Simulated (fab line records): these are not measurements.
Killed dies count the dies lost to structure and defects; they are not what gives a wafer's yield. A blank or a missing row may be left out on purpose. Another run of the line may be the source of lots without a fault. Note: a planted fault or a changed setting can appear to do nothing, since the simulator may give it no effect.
fab line records + flow sky130
record:
- lots: 13
- wafers: 39
- lastDay: 51
route steps=708 shown LDD_P@259 LI_CONTACT@377 CONTACT@421 VIA1@473
lots with no fault: from the same line, run without faults
startH: start of the lot's first displayed wafer, in hours after the record's first day + waitH: how many hours have passed since the lot's step before this one + " as in the row above + L1.1+2: one row covering several wafers at once + - no value, or no start given + * or withheld: withheld + < > ~ a bound
route shown NAME@n: a module of which the file shows steps, and the number in the route of the first + usual: mean/standard deviation taken from wafers without a fault + same: alike in all rows + chamber/n: place in a boat + sites: per-site readings + _std_site: the standard deviation of these + _edge_site: mean of outer sites minus mean of inner sites + radiusMm: for every site, how far away it sits from the centre of the wafer + mask NAME#n: copy n + behind: the tool/chamber that last shaped the wafer + hold: what put the lot on hold/how long, in hours/how the hold closed + device: whichever transistor did not switch (one of n, p or np) + end of line: at the end of the route, the tests of the same wafers + a step without rows: its recipe alone + killed: at the first sort, the dies lost to defects and structure; wafer yield is something else + map: the dies of a wafer, with x for killed, . for not killed, _ for no die there
set.NAME: setting as actually run; set.NAME@STEP: the setting as run at that earlier step + model.NAME: the simulator's own value behind a step, which no gauge read
route steps across a sampled set of lots; one table per step, one row per wafer
services: the hour from which a tool's chamber was out of use, counted from the record's first day as startH (under 0 if before that day), plus the number of hours and why
== steps ==
step: SKY_LDD_P_EXPOSE_04
recipe:
- maskId: PSDM
- na: 0.6
- sourceShape: conventional
- sigmaOuter: 0.6
- polarization: unpolarized
- targetCdNm: 380
- doseMj: 138
usual:
- exposureDoseMJCm2: 137.96/0.12
- stageVelMmS: 500.02/0.25
| lot.wafer | tool            | chamber | startH | waitH | mask    | exposureDoseMJCm2 | stageVelMmS |
|-----------|-----------------|---------|--------|-------|---------|-------------------|-------------|
| L842.1    | ilineStepper-01 | 0       | 400.85 | -     | PSDM#0  | 137.88            | 500.34      |
| L842.2    | "               | 0       | "      | "     | PSDM#0  | 138.04            | 499.93      |
| L842.4    | "               | 0       | "      | "     | PSDM#0  | 138.01            | 500.38      |
| L843.1    | ilineStepper-01 | 0       | 426.36 | -     | PSDM#0  | 137.97            | 500.21      |
| L843.3    | "               | 0       | "      | "     | PSDM#0  | 137.83            | 499.97      |
| L843.6    | "               | 0       | "      | "     | PSDM#0  | 138.06            | 500.15      |
| L846.2    | ilineStepper-01 | 0       | 449.72 | -     | PSDM#0  | 137.94            | 500.09      |
| L846.3    | "               | 0       | "      | "     | PSDM#0  | 138.06            | 500.15      |
| L846.5    | "               | 0       | "      | "     | PSDM#0  | 138.01            | 500.17      |
| L845.1    | ilineStepper-01 | 0       | 456.26 | -     | PSDM#0  | 137.97            | 500.02      |
| L845.4    | "               | 0       | "      | "     | PSDM#0  | 137.90            | 499.93      |
| L845.5    | "               | 0       | "      | "     | PSDM#0  | 138.05            | 499.84      |
| L848.1    | ilineStepper-01 | 0       | 489.88 | -     | PSDM#0  | 137.79            | 500.56      |
| L848.4    | "               | 0       | "      | "     | PSDM#0  | 137.62            | 500.50      |
| L848.6    | "               | 0       | "      | "     | PSDM#0  | 137.70            | 500.34      |
| L849.1    | ilineStepper-02 | 0       | 503.41 | -     | PSDM#0  | 137.94            | 500.26      |
| L849.2    | "               | 0       | "      | "     | PSDM#0  | 138.00            | 500.01      |
| L849.5    | "               | 0       | "      | "     | PSDM#0  | 137.93            | 500.14      |
| L851.1    | ilineStepper-01 | 0       | 503.70 | -     | HVNTM#0 | 137.63            | 500.29      |
| L851.2    | "               | 0       | "      | "     | HVNTM#0 | 137.62            | 500.04      |
| L851.6    | "               | 0       | "      | "     | HVNTM#0 | 137.77            | 500.42      |
| L860.3    | ilineStepper-02 | 0       | 571.33 | -     | PSDM#0  | 137.94            | 499.73      |
| L860.4    | "               | 0       | "      | "     | PSDM#0  | 137.99            | 499.94      |
| L860.6    | "               | 0       | "      | "     | PSDM#0  | 137.89            | 499.82      |
| L861.1    | ilineStepper-02 | 0       | 583.03 | -     | PSDM#0  | 137.98            | 499.74      |
| L861.5    | "               | 0       | "      | "     | PSDM#0  | 137.90            | 500.16      |
| L861.6    | "               | 0       | "      | "     | PSDM#0  | 137.85            | 500.11      |
| L862.1    | ilineStepper-02 | 0       | 595.18 | -     | PSDM#0  | 138.05            | 500.07      |
| L862.3    | "               | 0       | "      | "     | PSDM#0  | 138.10            | 499.67      |
| L862.4    | "               | 0       | "      | "     | PSDM#0  | 137.99            | 499.70      |
| L863.3    | ilineStepper-02 | 0       | 598.90 | -     | PSDM#0  | 137.81            | 499.87      |
| L863.4    | "               | 0       | "      | "     | PSDM#0  | 138.10            | 499.62      |
| L863.5    | "               | 0       | "      | "     | PSDM#0  | 138.03            | 499.62      |
| L864.1    | ilineStepper-02 | 0       | 605.88 | -     | PSDM#0  | 138.07            | 499.48      |
| L864.3    | "               | 0       | "      | "     | PSDM#0  | 138.02            | 499.37      |
| L864.5    | "               | 0       | "      | "     | PSDM#0  | 138.02            | 500.00      |
| L865.2    | ilineStepper-02 | 0       | 620.81 | -     | PSDM#0  | 137.87            | 499.36      |
| L865.5    | "               | 0       | "      | "     | PSDM#0  | 138.05            | 500.00      |
| L865.6    | "               | 0       | "      | "     | PSDM#0  | 138.11            | 499.91      |
step: SKY_LDD_P_CD_MEAS_07
recipe:
- targetCdNm: 380
usual:
- cdNm: 379.3/2.2
| lot.wafer | tool     | chamber | startH | waitH | cdNm  |
|-----------|----------|---------|--------|-------|-------|
| L842.1    | cdSem-01 | -       | 415.16 | 0.1   | 379.9 |
| L842.2    | "        | -       | "      | "     | 379.2 |
| L842.4    | "        | -       | "      | "     | 379.6 |
| L843.1    | cdSem-02 | -       | 441.83 | 0.1   | 377.4 |
| L843.3    | "        | -       | "      | "     | 378.4 |
| L843.6    | "        | -       | "      | "     | 376.9 |
| L846.2    | cdSem-01 | -       | 465.22 | 0.1   | 380.7 |
| L846.3    | "        | -       | "      | "     | 379.6 |
| L846.5    | "        | -       | "      | "     | 378.2 |
| L845.1    | cdSem-02 | -       | 472.13 | 0.1   | 378.0 |
| L845.4    | "        | -       | "      | "     | 375.3 |
| L845.5    | "        | -       | "      | "     | 380.1 |
| L848.1    | cdSem-02 | -       | 504.90 | 0.1   | 379.6 |
| L848.4    | "        | -       | "      | "     | 380.3 |
| L848.6    | "        | -       | "      | "     | 382.6 |
| L849.1    | cdSem-01 | -       | 517.90 | 0.1   | 378.7 |
| L849.2    | "        | -       | "      | "     | 378.9 |
| L849.5    | "        | -       | "      | "     | 379.7 |
| L851.1    | cdSem-02 | -       | 518.23 | 0.1   | -     |
| L851.2    | "        | -       | "      | "     | -     |
| L851.6    | "        | -       | "      | "     | -     |
| L860.3    | cdSem-02 | -       | 585.84 | 0.1   | 380.7 |
| L860.4    | "        | -       | "      | "     | 378.7 |
| L860.6    | "        | -       | "      | "     | 378.0 |
| L861.1    | cdSem-01 | -       | 597.36 | 0.1   | 377.8 |
| L861.5    | "        | -       | "      | "     | 377.4 |
| L861.6    | "        | -       | "      | "     | 377.3 |
| L862.1    | cdSem-01 | -       | 609.50 | 0.1   | 379.9 |
| L862.3    | "        | -       | "      | "     | 380.3 |
| L862.4    | "        | -       | "      | "     | 379.1 |
| L863.3    | cdSem-02 | -       | 612.92 | 0.1   | 376.9 |
| L863.4    | "        | -       | "      | "     | 377.9 |
| L863.5    | "        | -       | "      | "     | 379.5 |
| L864.1    | cdSem-02 | -       | 619.73 | 0.1   | 377.1 |
| L864.3    | "        | -       | "      | "     | 374.5 |
| L864.5    | "        | -       | "      | "     | 376.7 |
| L865.2    | cdSem-02 | -       | 635.17 | 0.1   | 382.7 |
| L865.5    | "        | -       | "      | "     | 378.4 |
| L865.6    | "        | -       | "      | "     | 378.4 |
step: SKY_LDD_P_TW_MEAS_11
usual:
- LDD_P_TW: 643/7.5
| lot.wafer | tool         | chamber | startH | waitH | LDD_P_TW |
|-----------|--------------|---------|--------|-------|----------|
| L842.1    | filmMetro-02 | -       | 415.57 | 0.1   | 643      |
| L842.2    | "            | -       | "      | "     | 643      |
| L842.4    | "            | -       | "      | "     | 643      |
| L843.1    | filmMetro-01 | -       | 442.24 | 0.1   | 649      |
| L843.3    | "            | -       | "      | "     | 653      |
| L843.6    | "            | -       | "      | "     | 651      |
| L846.2    | filmMetro-04 | -       | 465.61 | 0.1   | 629      |
| L846.3    | "            | -       | "      | "     | 630      |
| L846.5    | "            | -       | "      | "     | 631      |
| L845.1    | filmMetro-01 | -       | 472.54 | 0.1   | 650      |
| L845.4    | "            | -       | "      | "     | 646      |
| L845.5    | "            | -       | "      | "     | 653      |
| L848.1    | filmMetro-01 | -       | 505.30 | 0.1   | 649      |
| L848.4    | "            | -       | "      | "     | 644      |
| L848.6    | "            | -       | "      | "     | 647      |
| L849.1    | filmMetro-01 | -       | 518.30 | 0.1   | 648      |
| L849.2    | "            | -       | "      | "     | 646      |
| L849.5    | "            | -       | "      | "     | 647      |
| L851.1    | filmMetro-02 | -       | 518.64 | 0.1   | 30       |
| L851.2    | "            | -       | "      | "     | 30       |
| L851.6    | "            | -       | "      | "     | 30       |
| L860.3    | filmMetro-02 | -       | 586.23 | 0.1   | 641      |
| L860.4    | "            | -       | "      | "     | 639      |
| L860.6    | "            | -       | "      | "     | 641      |
| L861.1    | filmMetro-04 | -       | 597.77 | 0.1   | 631      |
| L861.5    | "            | -       | "      | "     | 633      |
| L861.6    | "            | -       | "      | "     | 630      |
| L862.1    | filmMetro-01 | -       | 610.01 | 0.1   | 650      |
| L862.3    | "            | -       | "      | "     | 651      |
| L862.4    | "            | -       | "      | "     | 648      |
| L863.3    | filmMetro-01 | -       | 613.30 | 0.1   | 649      |
| L863.4    | "            | -       | "      | "     | 648      |
| L863.5    | "            | -       | "      | "     | 650      |
| L864.1    | filmMetro-01 | -       | 620.13 | 0.1   | 648      |
| L864.3    | "            | -       | "      | "     | 647      |
| L864.5    | "            | -       | "      | "     | 644      |
| L865.2    | filmMetro-02 | -       | 635.56 | 0.1   | 638      |
| L865.5    | "            | -       | "      | "     | 641      |
| L865.6    | "            | -       | "      | "     | 637      |
step: SKY_LI_CONTACT_ETCH_15
recipe:
- target: PSG
- chemistry: C4F8/O2/Ar
- stopOn: Si
- taperDeg: 4.15
- maskMaterial: KrF-thick
- sourceW: 1500
- biasW: 1200
- pressureMtorr: 40
- c4f8FlowSccm: withheld
- O2_flow_sccm: 6
- Ar_flow_sccm: 300
- timeS: withheld
- targetDepthA: 6000
usual:
- chamberPressureMTorr: 40.00/0.036
- oesProductAu: 0.837/0.0046
| lot.wafer | tool       | chamber | startH | waitH | chamberPressureMTorr | oesProductAu |
|-----------|------------|---------|--------|-------|----------------------|--------------|
| L842.1    | rieDiel-01 | 3       | 659.06 | 0.0   | 40.03                | 0.834        |
| L842.2    | "          | 1       | "      | "     | 40.00                | 0.835        |
| L842.4    | "          | 0       | "      | "     | 39.95                | 0.829        |
| L843.1    | rieDiel-01 | 0       | 684.70 | 0.0   | 39.95                | 0.832        |
| L843.3    | "          | 2       | "      | "     | 40.00                | 0.835        |
| L843.6    | "          | 0       | "      | "     | 39.99                | 0.841        |
| L846.2    | rieDiel-03 | 2       | 707.55 | 0.0   | 39.99                | 0.841        |
| L846.3    | "          | 1       | "      | "     | 39.98                | 0.834        |
| L846.5    | "          | 2       | "      | "     | 39.97                | 0.831        |
| L845.1    | rieDiel-04 | 2       | 712.93 | 0.0   | 39.98                | 0.837        |
| L845.4    | "          | 3       | "      | "     | 39.96                | 0.836        |
| L845.5    | "          | 2       | "      | "     | 39.97                | 0.829        |
| L848.1    | rieDiel-04 | 2       | 747.93 | 0.0   | 40.05                | 0.847        |
| L848.4    | "          | 0       | "      | "     | 39.84                | 0.841        |
| L848.6    | "          | 1       | "      | "     | 40.00                | 0.834        |
| L849.1    | rieDiel-01 | 1       | 755.28 | 0.0   | 40.03                | 0.843        |
| L849.2    | "          | 2       | "      | "     | 40.04                | 0.826        |
| L849.5    | "          | 0       | "      | "     | 39.99                | 0.834        |
| L851.1    | rieDiel-04 | 1       | 755.96 | 0.0   | 39.99                | 0.834        |
| L851.2    | "          | 2       | "      | "     | 39.96                | 0.840        |
| L851.6    | "          | 2       | "      | "     | 39.98                | 0.827        |
| L860.3    | rieDiel-01 | 0       | 812.51 | 0.0   | 40.05                | 0.840        |
| L860.4    | "          | 3       | "      | "     | 40.01                | 0.840        |
| L860.6    | "          | 0       | "      | "     | 39.97                | 0.838        |
| L861.1    | rieDiel-01 | 3       | 825.82 | 0.0   | 39.97                | 0.847        |
| L861.5    | "          | 0       | "      | "     | 40.00                | 0.841        |
| L861.6    | "          | 3       | "      | "     | 40.08                | 0.836        |
| L862.1    | rieDiel-04 | 1       | 836.15 | 0.0   | 40.04                | 0.841        |
| L862.3    | "          | 3       | "      | "     | 39.94                | 0.844        |
| L862.4    | "          | 2       | "      | "     | 39.96                | 0.834        |
| L863.3    | rieDiel-01 | 0       | 838.33 | 0.0   | 39.95                | 0.835        |
| L863.4    | "          | 1       | "      | "     | 39.98                | 0.838        |
| L863.5    | "          | 2       | "      | "     | 39.94                | 0.840        |
| L864.1    | rieDiel-04 | 2       | 846.30 | 0.0   | 40.00                | 0.836        |
| L864.3    | "          | 3       | "      | "     | 39.94                | 0.834        |
| L864.5    | "          | 2       | "      | "     | 39.98                | 0.835        |
| L865.2    | rieDiel-01 | 0       | 860.43 | 0.0   | 40.01                | 0.839        |
| L865.5    | "          | 0       | "      | "     | 39.99                | 0.839        |
| L865.6    | "          | 3       | "      | "     | 40.01                | 0.832        |
step: SKY_CONTACT_OVL_MEAS_15
usual:
- CONTACT_OVL: 2/4.8
| lot.wafer | tool       | chamber | startH | waitH | CONTACT_OVL[nm] |
|-----------|------------|---------|--------|-------|-----------------|
| L842.1    | overlay-01 | -       | 717.45 | 0.1   | 9               |
| L842.2    | "          | -       | "      | "     | -1              |
| L842.4    | "          | -       | "      | "     | 0               |
| L843.1    | overlay-01 | -       | 743.40 | 0.1   | -2              |
| L843.3    | "          | -       | "      | "     | 9               |
| L843.6    | "          | -       | "      | "     | -2              |
| L846.2    | overlay-01 | -       | 766.70 | 0.1   | 5               |
| L846.3    | "          | -       | "      | "     | 7               |
| L846.5    | "          | -       | "      | "     | 3               |
| L845.1    | overlay-02 | -       | 770.47 | 0.1   | -5              |
| L845.4    | "          | -       | "      | "     | -4              |
| L845.5    | "          | -       | "      | "     | -10             |
| L848.1    | overlay-02 | -       | 805.80 | 0.1   | 3               |
| L848.4    | "          | -       | "      | "     | 3               |
| L848.6    | "          | -       | "      | "     | 12              |
| L849.1    | overlay-02 | -       | 811.80 | 0.1   | -6              |
| L849.2    | "          | -       | "      | "     | 3               |
| L849.5    | "          | -       | "      | "     | -5              |
| L851.1    | overlay-02 | -       | 812.42 | 0.1   | 9               |
| L851.2    | "          | -       | "      | "     | -1              |
| L851.6    | "          | -       | "      | "     | -5              |
| L860.3    | overlay-01 | -       | 868.91 | 0.1   | -1              |
| L860.4    | "          | -       | "      | "     | 4               |
| L860.6    | "          | -       | "      | "     | 1               |
| L861.1    | overlay-01 | -       | 881.40 | 0.1   | 9               |
| L861.5    | "          | -       | "      | "     | 4               |
| L861.6    | "          | -       | "      | "     | -2              |
| L862.1    | overlay-02 | -       | 891.97 | 0.1   | -3              |
| L862.3    | "          | -       | "      | "     | 5               |
| L862.4    | "          | -       | "      | "     | 6               |
| L863.3    | overlay-01 | -       | 892.41 | 0.1   | 10              |
| L863.4    | "          | -       | "      | "     | 3               |
| L863.5    | "          | -       | "      | "     | 13              |
| L864.1    | overlay-01 | -       | 899.45 | 0.1   | 1               |
| L864.3    | "          | -       | "      | "     | 0               |
| L864.5    | "          | -       | "      | "     | -4              |
| L865.2    | overlay-02 | -       | 914.16 | 0.1   | -4              |
| L865.5    | "          | -       | "      | "     | 1               |
| L865.6    | "          | -       | "      | "     | 2               |
step: SKY_VIA1_ETCH_15
recipe:
- target: SiO2
- chemistry: C4F8/O2/Ar
- targetDepthNm: 351
- stopOn: TiN
- maskMaterial: KrF-thick
- sourceW: 1500
- biasW: 1200
- pressureMtorr: 40
- c4f8FlowSccm: withheld
- O2_flow_sccm: 6
- Ar_flow_sccm: 300
- timeS: 54
usual:
- chamberPressureMTorr: 40.00/0.038
- oesProductAu: 0.982/0.0053
| lot.wafer | tool       | chamber | startH | waitH | chamberPressureMTorr | oesProductAu | rfHoursCounterH |
|-----------|------------|---------|--------|-------|----------------------|--------------|-----------------|
| L842.1    | rieDiel-01 | 1       | 776.01 | 0.0   | 40.02                | 0.975        | 1               |
| L842.2    | "          | 0       | "      | "     | 39.98                | 0.984        | 17              |
| L842.4    | "          | 2       | "      | "     | 40.04                | 0.980        | 30              |
| L843.1    | rieDiel-01 | 1       | 800.00 | 0.0   | 40.00                | 0.995        | 1               |
| L843.3    | "          | 3       | "      | "     | 40.07                | 0.977        | 5               |
| L843.6    | "          | 1       | "      | "     | 39.98                | 0.991        | -               |
| L846.2    | rieDiel-01 | 0       | 823.15 | 0.0   | 40.03                | 0.982        | 18              |
| L846.3    | "          | 3       | "      | "     | 40.03                | 0.982        | 6               |
| L846.5    | "          | 1       | "      | "     | 39.93                | 0.981        | -               |
| L845.1    | rieDiel-04 | 0       | 827.33 | 0.0   | 39.95                | 0.995        | 8               |
| L845.4    | "          | 3       | "      | "     | 39.99                | 0.984        | 6               |
| L845.5    | "          | 1       | "      | "     | 40.01                | 0.979        | -               |
| L848.1    | rieDiel-01 | 3       | 863.00 | 0.0   | 40.01                | 0.977        | 7               |
| L848.4    | "          | 2       | "      | "     | 39.95                | 0.982        | 1               |
| L848.6    | "          | 3       | "      | "     | 39.97                | 0.983        | -               |
| L849.1    | rieDiel-01 | 2       | 867.45 | 0.0   | 39.97                | 0.979        | 1               |
| L849.2    | "          | 3       | "      | "     | 40.01                | 0.984        | 7               |
| L849.5    | "          | 0       | "      | "     | 40.02                | 0.988        | -               |
| L851.1    | rieDiel-01 | 0       | 869.01 | 0.0   | 40.05                | 0.966        | 19              |
| L851.2    | "          | 2       | "      | "     | 40.04                | 0.980        | 1               |
| L851.6    | "          | 3       | "      | "     | 39.97                | 0.982        | -               |
| L860.3    | rieDiel-02 | 1       | 922.31 | 0.0   | 40.07                | 0.974        | 19              |
| L860.4    | "          | 3       | "      | "     | 40.00                | 0.977        | 14              |
| L860.6    | "          | 2       | "      | "     | 40.06                | 0.976        | -               |
| L861.1    | rieDiel-02 | 0       | 935.30 | 0.0   | 40.00                | 0.982        | 4               |
| L861.5    | "          | 3       | "      | "     | 40.08                | 0.992        | -               |
| L861.6    | "          | 2       | "      | "     | 39.95                | 0.979        | -               |
| L862.1    | rieDiel-02 | 0       | 945.35 | 0.0   | 40.02                | 0.982        | 4               |
| L862.3    | "          | 2       | "      | "     | 40.04                | 0.974        | 11              |
| L862.4    | "          | 1       | "      | "     | 39.96                | 0.981        | 20              |
| L863.3    | rieDiel-01 | 2       | 945.70 | 0.0   | 39.98                | 0.984        | 3               |
| L863.4    | "          | 0       | "      | "     | 40.03                | 0.986        | 21              |
| L863.5    | "          | 0       | "      | "     | 40.03                | 0.980        | -               |
| L864.1    | rieDiel-02 | 3       | 951.46 | 0.0   | 39.99                | 0.982        | 15              |
| L864.3    | "          | 0       | "      | "     | 40.05                | 0.979        | 4               |
| L864.5    | "          | 0       | "      | "     | 40.00                | 0.980        | -               |
| L865.2    | rieDiel-01 | 3       | 965.65 | 0.0   | 39.98                | 0.979        | 10              |
| L865.5    | "          | 0       | "      | "     | 39.99                | 0.988        | -               |
| L865.6    | "          | 3       | "      | "     | 40.03                | 0.984        | -               |
== services ==
| tool            | chamber | startH | hours | kind   |
|-----------------|---------|--------|-------|--------|
| rieDiel-01      | 0       | 385.07 | 23.5  | repair |
| ilineStepper-01 | -       | 416.02 | 2.1   | pm     |
| ilineStepper-02 | -       | 430.95 | 6.2   | repair |
| rieDiel-04      | -       | 432.95 | 2.8   | pm     |
| ilineStepper-01 | -       | 480.24 | 1.7   | pm     |
| rieDiel-04      | -       | 512.24 | 1.7   | repair |
| rieDiel-04      | 2       | 568.23 | 7.2   | repair |
| ilineStepper-02 | -       | 568.47 | 1.7   | pm     |
| rieDiel-04      | 0       | 571.94 | 7.0   | repair |
| rieDiel-04      | -       | 586.17 | 14.6  | pm     |
| ilineStepper-02 | -       | 638.19 | 15.8  | repair |
| rieDiel-01      | 1       | 654.22 | 4.0   | repair |
| ilineStepper-01 | -       | 667.55 | 10.8  | repair |
| rieDiel-01      | 1       | 673.06 | 23.8  | repair |
| ilineStepper-01 | -       | 698.42 | 1.7   | pm     |
| ilineStepper-02 | -       | 702.57 | 2.9   | repair |
| rieDiel-01      | 2       | 705.83 | 6.2   | repair |
| rieDiel-01      | 1       | 733.91 | 6.7   | repair |
| rieDiel-01      | 0       | 735.58 | 19.3  | repair |
| ilineStepper-02 | -       | 780.00 | 1.4   | repair |
| ilineStepper-02 | -       | 786.65 | 1.7   | pm     |
| rieDiel-01      | 1       | 789.01 | 3.9   | repair |
| rieDiel-01      | -       | 790.82 | 2.8   | pm     |
| ilineStepper-02 | -       | 807.46 | 0.7   | repair |
== key ==
firstSign:
- step: SKY_LDD_P_EXPOSE_04
- reading: mask
- direction: changed
effect:
- step: SKY_LDD_P_CD_MEAS_07
- reading: cdNm
- direction: missing
effect:
- step: SKY_LDD_P_TW_MEAS_11
- reading: LDD_P_TW
- direction: down
- sigmas: 82
- usual: 643
- struck: 30
metAt SKY_LDD_P_EXPOSE_04
struckLots L851
sortLeftOut L851.1,L851.2,L851.6
testerLeftOut L851
notActingAt SKY_LI_CONTACT_ETCH_15,SKY_CONTACT_OVL_MEAS_15,SKY_VIA1_ETCH_15
onsetBetween 489.88 503.70
fault:
- kind: wrongMask
- tool: any
- chamber: -
- onsetH: 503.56
- steps: SKY_LDD_P_EXPOSE_04
- auxCopy: HVNTM#0
- scope: struckLotsOnly
testerLeftOut: of these lots the tester's yield and bins aren't shown, on N5 and GAA mostly nor the transistor test; their killed dies are dies lost to structure and defects alone, not to doping, threshold or leakage, so they don't give the yield
sortLeftOut: the simulated sort isn't trusted on such a fault, so these wafers' sort isn't shown, and their yield isn't known
